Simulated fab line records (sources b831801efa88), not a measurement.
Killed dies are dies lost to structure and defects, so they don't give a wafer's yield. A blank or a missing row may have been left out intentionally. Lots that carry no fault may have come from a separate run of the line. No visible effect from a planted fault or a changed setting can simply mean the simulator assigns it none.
The tool behind it: which one? :: flow sky130 :: Sampling: 11 lots, 33 wafers, 2 of 708 route steps

WHAT THE GAUGES READ, wafer by wafer
SKY_CONTACT_CD_MEAS_14 targets a cd of 170 nm. Usual: cd_nm at 170.2 nm, with a standard deviation of 1.5.
lot: L953
measured: day 32 05:38
on: cd_sem-01
cd_nm (nm): 169.8 168.0 168.4
flag: 

lot: L954
measured: day 33 05:38
on: cd_sem-02
cd_nm (nm): 171.1 171.9 172.2
flag: 

lot: L962
measured: day 35 19:54
on: cd_sem-02
cd_nm (nm): 171.3 171.2 171.0
flag: 

lot: L960
measured: day 35 22:14
on: cd_sem-02
cd_nm (nm): 167.7 169.2 170.6
flag: 

lot: L959
measured: day 35 23:55
on: cd_sem-01
cd_nm (nm): 170.6 170.9 171.8
flag: 

lot: L965
measured: day 36 03:32
on: cd_sem-01
cd_nm (nm): 170.0 168.6 169.3
flag: 

lot: L968
measured: day 36 13:36
on: cd_sem-01
cd_nm (nm): 166.4 168.8 168.1
flag: 

lot: L970
measured: day 37 13:26
on: cd_sem-02
cd_nm (nm): 169.9 170.2 171.2
flag: 

lot: L971
measured: day 37 13:41
on: cd_sem-02
cd_nm (nm): 173.9 173.7 173.2
flag: 

lot: L973
measured: day 37 23:45
on: cd_sem-02
cd_nm (nm): 169.4 171.3 171.8
flag: 

lot: L975
measured: day 38 15:10
on: cd_sem-02
cd_nm (nm): 170.0 168.8 170.1
flag: 

SKY_METAL1_OVL_MEAS_16. Usual: METAL1_OVL typically reads 2 nm, with standard deviation 5.9.
lot: L953
measured: day 33 08:14
on: overlay-02
METAL1_OVL (nm): 0 -7 0
flag: 

lot: L954
measured: day 34 09:17
on: overlay-01
METAL1_OVL (nm): 0 3 3
flag: 

lot: L962
measured: day 36 22:49
on: overlay-02
METAL1_OVL (nm): -1 3 1
flag: 

lot: L960
measured: day 37 02:03
on: overlay-01
METAL1_OVL (nm): 2 8 -5
flag: 

lot: L959
measured: day 37 03:58
on: overlay-01
METAL1_OVL (nm): 1 4 8
flag: 

lot: L965
measured: day 37 07:24
on: overlay-02
METAL1_OVL (nm): 5 4 2
flag: 

lot: L968
measured: day 37 18:12
on: overlay-02
METAL1_OVL (nm): 9 9 12
flag: 

lot: L970
measured: day 38 16:52
on: overlay-02
METAL1_OVL (nm): -7 -1 -5
flag: 

lot: L971
measured: day 38 17:14
on: overlay-01
METAL1_OVL (nm): 2 -2 -3
flag: 

lot: L973
measured: day 39 02:23
on: overlay-02
METAL1_OVL (nm): 10 8 13
flag: 

lot: L975
measured: day 39 17:47
on: overlay-02
METAL1_OVL (nm): 10 3 14
flag: 

WHICH TOOL RAN EACH LOT (tool, then ch and the chambers of the sampled wafers, then the start)
No process step before these readings appears in the record.

WHAT THE TOOLS THEMSELVES READ (means of the sampled wafers that have a number; where no wafer has one, the mark that the record gives instead)
The record holds no such reading with a usual standard deviation.

THE ANSWER, worked out from the rows above alone
Rule: lot off if the mean of its wafers having a number is beyond 3 standard deviations from the usual mean. Also off: a lot with no number at a reading for which 4 or more lots have one. Any other lot the step has rows for is counted as sound. Order of review: gauges by route order, followed by the tools' own readings, for which a lot's mean as printed above is used. The first step at which some lot is off is used, and at that step the reading that is off furthest; a lot without a number counts as furthest.
Across all readings shown, no lot is off: no conclusion can be drawn from this.

WHAT THE SIMULATOR HAD INSERTED
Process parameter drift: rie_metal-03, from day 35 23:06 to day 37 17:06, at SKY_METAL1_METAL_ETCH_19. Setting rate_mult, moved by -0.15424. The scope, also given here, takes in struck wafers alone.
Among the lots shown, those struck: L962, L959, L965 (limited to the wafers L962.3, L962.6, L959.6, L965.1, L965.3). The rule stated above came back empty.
